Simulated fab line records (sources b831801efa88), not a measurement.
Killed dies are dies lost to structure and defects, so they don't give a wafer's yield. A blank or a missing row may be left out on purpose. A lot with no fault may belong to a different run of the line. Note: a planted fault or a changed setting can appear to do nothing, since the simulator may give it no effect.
A struck lot beside a sound one | flow gf180mcu | 22 steps out of a route of 602
Sound: these wafers, L500.1, L500.4, L500.5. Struck: wafer L503.3 (left out: L503.2, L503.5 of the same lot, which were not struck); the cause appears at the end.
At each step with rows: each side's tool, then ch and its chambers, then its first start. Under that, the readings that differ: sound wafers | struck wafers | difference of the means | sigmas: that difference in standard deviations of wafers without a fault.
alike: readings with means less than 2 such deviations apart, plus words and numbers identical on both sides. not compared: withheld readings, readings lacking a value on some wafer, bounds such as >300 that could conceal the same value, and numbers that have no deviation in the record and whose values overlap.
A row with sigmas, a row that says differs or no value, or rows on one side alone: a step with any of these is where the two part. When numbers do not overlap yet have no deviation, they are printed without sigmas and do not part them. A reading that every wafer of one side lacks parts them only if that side has two wafers or more.

first, 5 steps without rows for these wafers: GF_MVPSD_COAT_02 (resist thk 3000 nm); GF_MVPSD_SOFTBAKE_03; GF_MVPSD_EXPOSE_04 (exposes mask MVPSD, target cd 1000 nm); GF_MVPSD_PEB_05; GF_MVPSD_DEVELOP_06 (develop time 60 s).
GF_MVPSD_OVL_MEAS_07:
  sound: overlay-01 at day 6 01:17; struck: overlay-02 at day 6 20:22
  alike: MVPSD_OVL
then, 2 steps without rows for these wafers: GF_MVPSD_IMPLANT_08; GF_MVPSD_IMPLANT_09.
GF_MVPSD_STRIP_10: strips in O2/N2.
  sound on plasma-asher-03 ch 0,1, day 6 01:37; struck on plasma-asher-01 ch 0, day 6 20:41
  reading               | sound             | struck | difference | sigmas
  heater-power-w (W)    | 340 331 335       | 314    | -21        | -2
  oes-product-au (a.u.) | 0.720 0.720 0.718 | 0.729  | +0.010     | +2
  alike: drypump-motor-current-A, strip-time-to-endpoint-s
  not compared: rf-hours-counter-h
GF_MVPSD_TW_MEAS_11:
  sound: film-metro-03 at day 6 01:43; struck: film-metro-02 at day 6 20:48
  alike: MVPSD_TW
then, 2 steps without rows for these wafers: GF_VT_IMPLANT_DEHYDRATE_00 (time 60 s); GF_VT_IMPLANT_HMDS_01 (prime time 60 s).
GF_VT_IMPLANT_COAT_02: resist thk 1000 nm.
  sound on litho-track-03 ch 0, day 6 08:50; struck on litho-track-01 ch 0, day 7 04:47
  reading                                         | sound          | struck | difference | sigmas
  model.NOVOLAK_of_VT_IMPLANT_COAT_02.thk-nm (nm) | 1004 1002 1002 | 959.7  | -43.0      |
then, 3 steps without rows for these wafers: GF_VT_IMPLANT_SOFTBAKE_03 (time 60 s); GF_VT_IMPLANT_EXPOSE_04 (exposes mask LVPWELL LV AREA, target cd 600 nm); GF_VT_IMPLANT_PEB_05.
GF_VT_IMPLANT_DEVELOP_06: develop time 60 s.
  sound on litho-track-03 ch 0, day 6 16:56; struck on litho-track-01 ch 0, day 7 12:53
  reading                                         | sound          | struck | difference | sigmas
  model.NOVOLAK_of_VT_IMPLANT_COAT_02.thk-nm (nm) | 1004 1002 1002 | 959.3  | -43.4      |
GF_VT_IMPLANT_OVL_MEAS_07:
  sound: overlay-01 at day 6 17:05; struck: overlay-02 at day 7 13:01
  alike: VT_IMPLANT_OVL
next, for these wafers, 1 step has no rows: GF_VT_IMPLANT_IMPLANT_08.
GF_VT_IMPLANT_STRIP_09: strips in O2/N2.
  sound on plasma-asher-01 ch 0,1, day 6 17:17; struck on plasma-asher-04 ch 1, day 7 13:11
  reading                      | sound             | struck | difference | sigmas
  strip-time-to-endpoint-s (s) | 12.70 12.66 12.65 | 12.16  | -0.51      | -13
  alike: drypump-motor-current-A, heater-power-w, oes-product-au
  not compared: rf-hours-counter-h
GF_VT_IMPLANT_TW_MEAS_10:
  sound: film-metro-02 at day 6 17:23; struck: film-metro-03 at day 7 13:18
  reading       | sound       | struck | difference | sigmas
  VT_IMPLANT_TW | 565 564 565 | 556    | -9         | -2
next, for these wafers, 1 step has no rows: GF_PASSIVATION_PROBE_99.

WHERE THEY PART
At GF_MVPSD_STRIP_10 first; at GF_VT_IMPLANT_TW_MEAS_10 last (within this record only).

WHY: whatever the simulator had introduced
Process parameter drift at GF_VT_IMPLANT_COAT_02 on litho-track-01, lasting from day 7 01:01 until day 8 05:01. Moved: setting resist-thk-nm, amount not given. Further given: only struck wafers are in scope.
